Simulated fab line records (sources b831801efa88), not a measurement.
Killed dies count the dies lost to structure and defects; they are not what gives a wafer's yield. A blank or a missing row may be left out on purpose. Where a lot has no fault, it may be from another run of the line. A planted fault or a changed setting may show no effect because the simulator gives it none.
Which tool did it? + flow gf180mcu + 36 wafers from 12 lots sampled at 4 of the route's 602 steps

## WHAT THE GAUGES READ, wafer by wafer
GF_NSD_OVL_MEAS_08.
| lot  | measured     | on         | NSD_OVL (nm)   |
|------|--------------|------------|----------------|
| L316 | day 13 08:32 | overlay-01 | 2.9 2.5 3.3    |
| L317 | day 13 17:24 | overlay-01 | 2.5 1.7 2.0    |
| L318 | day 14 10:57 | overlay-01 | 1.6 1.9 0.9    |
| L319 | day 14 13:18 | overlay-02 | -0.4 -1.7 -1.2 |
| L320 | day 14 20:44 | overlay-02 | 1.4 1.5 0.9    |
| L321 | day 15 06:17 | overlay-01 | 2.9 1.4 3.3    |
| L329 | day 17 22:50 | overlay-02 | 0.0 1.3 0.6    |
| L334 | day 19 23:23 | overlay-02 | 3.3 2.7 2.0    |
| L335 | day 20 10:59 | overlay-02 | 3.8 2.6 4.1    |
| L337 | day 20 18:27 | overlay-01 | 1.0 1.9 2.4    |
| L338 | day 21 09:17 | overlay-02 | 1.1 0.7 0.8    |
| L339 | day 21 19:20 | overlay-01 | 4.1 3.3 0.3    |

GF_SALICIDE_THK_MEAS_05: measures by xrf.
| lot  | measured     | on            | SALICIDE_TIN_THK (nm)         |
|------|--------------|---------------|-------------------------------|
| L316 | day 15 03:41 | film_metro-04 | 20.0 19.7 19.9                |
| L317 | day 15 12:54 | film_metro-01 | 19.9 20.0 19.6                |
| L318 | day 16 07:11 | film_metro-03 | 20.3 20.5 20.0                |
| L319 | day 16 10:11 | film_metro-01 | 20.3 20.2 20.6                |
| L320 | day 16 17:54 | film_metro-03 | 20.5 20.6 20.7                |
| L321 | day 17 04:16 | film_metro-04 | 19.9 20.2 20.1                |
| L329 | day 20 00:24 | film_metro-01 | 20.2 20.3 21.3 20.1 20.3 21.3 |
| L334 | day 22 02:09 | film_metro-03 | 19.9 19.7 20.3                |
| L335 | day 22 12:40 | film_metro-04 | 19.7 19.8 19.7                |
| L337 | day 22 19:02 | film_metro-01 | 19.5 19.6 19.6                |
| L338 | day 23 09:08 | film_metro-03 | 20.2 20.3 20.0                |
| L339 | day 23 19:14 | film_metro-03 | 20.9 20.8 20.9                |

## WHICH TOOL RAN EACH LOT (tool, then ch and the chambers of the sampled wafers, then the start)
| lot  | GF_SALICIDE_SPUTTER_02       | GF_SALICIDE_SPUTTER_03       |
|------|------------------------------|------------------------------|
| L316 | pvd_sputter-04, day 15 03:31 | pvd_sputter-04, day 15 03:32 |
| L317 | pvd_sputter-01, day 15 12:43 | pvd_sputter-01, day 15 12:44 |
| L318 | pvd_sputter-01, day 16 07:01 | pvd_sputter-01, day 16 07:03 |
| L319 | pvd_sputter-04, day 16 09:58 | pvd_sputter-04, day 16 10:00 |
| L320 | pvd_sputter-01, day 16 17:43 | pvd_sputter-01, day 16 17:44 |
| L321 | pvd_sputter-01, day 17 04:06 | pvd_sputter-01, day 17 04:08 |
| L329 | pvd_sputter-01, day 20 00:13 | pvd_sputter-01, day 20 00:15 |
| L334 | pvd_sputter-04, day 22 01:58 | pvd_sputter-04, day 22 01:59 |
| L335 | pvd_sputter-04, day 22 12:29 | pvd_sputter-04, day 22 12:31 |
| L337 | pvd_sputter-01, day 22 18:52 | pvd_sputter-01, day 22 18:53 |
| L338 | pvd_sputter-01, day 23 08:57 | pvd_sputter-01, day 23 08:59 |
| L339 | pvd_sputter-03, day 23 19:02 | pvd_sputter-03, day 23 19:04 |
- GF_SALICIDE_SPUTTER_02: material Co, target thk 10 nm, time 20 s.
- GF_SALICIDE_SPUTTER_03: material TiN, target thk 20 nm, time 16.7 s.

## AS READ BY THE TOOLS THEMSELVES (means over the sampled wafers that have a number; for cases with no such wafer, the mark the record gives instead)
GF_SALICIDE_SPUTTER_02.
| lot  | tool           | throttle_valve_pct (%) |
|------|----------------|------------------------|
| L316 | pvd_sputter-04 | 30.3                   |
| L317 | pvd_sputter-01 | 31.0                   |
| L318 | pvd_sputter-01 | 31.1                   |
| L319 | pvd_sputter-04 | 30.9                   |
| L320 | pvd_sputter-01 | 30.5                   |
| L321 | pvd_sputter-01 | 31.5                   |
| L329 | pvd_sputter-01 | 30.5                   |
| L334 | pvd_sputter-04 | 30.5                   |
| L335 | pvd_sputter-04 | 31.0                   |
| L337 | pvd_sputter-01 | 30.7                   |
| L338 | pvd_sputter-01 | 30.9                   |
| L339 | pvd_sputter-03 | 29.5                   |

GF_SALICIDE_SPUTTER_03.
| lot  | tool           | throttle_valve_pct (%) |
|------|----------------|------------------------|
| L316 | pvd_sputter-04 | 30.3                   |
| L317 | pvd_sputter-01 | 31.0                   |
| L318 | pvd_sputter-01 | 31.1                   |
| L319 | pvd_sputter-04 | 30.8                   |
| L320 | pvd_sputter-01 | 30.5                   |
| L321 | pvd_sputter-01 | 31.3                   |
| L329 | pvd_sputter-01 | 30.7                   |
| L334 | pvd_sputter-04 | 30.6                   |
| L335 | pvd_sputter-04 | 31.0                   |
| L337 | pvd_sputter-01 | 30.7                   |
| L338 | pvd_sputter-01 | 30.9                   |
| L339 | pvd_sputter-03 | 29.7                   |

## THE ANSWER, worked out from the rows above alone
Rule: the usual values come from the lots themselves. Put in order of their means at a reading, lots are off if they are a third of the lots or fewer, leave a main group of 4 or more, and stand apart from it by a gap of 3 or more times the standard deviation of the main group's means; of several such gaps the widest counts. A main group whose means are all the same, to the digits that the tables above print for the reading, isn't used. A lot without any number at a reading at which 4 lots or more have one is off too. The other lots that the step has rows for count as sound. The gauges are gone through in route order, then the tools' own readings, and for those a lot's mean is taken as printed above. The first step at which some lot is off is used, and at that step the reading that is off furthest; a lot without a number counts as furthest.
Across all readings shown, no lot is off: no conclusion can be drawn from this.

## WHAT HAD BEEN PUT IN BY THE SIMULATOR
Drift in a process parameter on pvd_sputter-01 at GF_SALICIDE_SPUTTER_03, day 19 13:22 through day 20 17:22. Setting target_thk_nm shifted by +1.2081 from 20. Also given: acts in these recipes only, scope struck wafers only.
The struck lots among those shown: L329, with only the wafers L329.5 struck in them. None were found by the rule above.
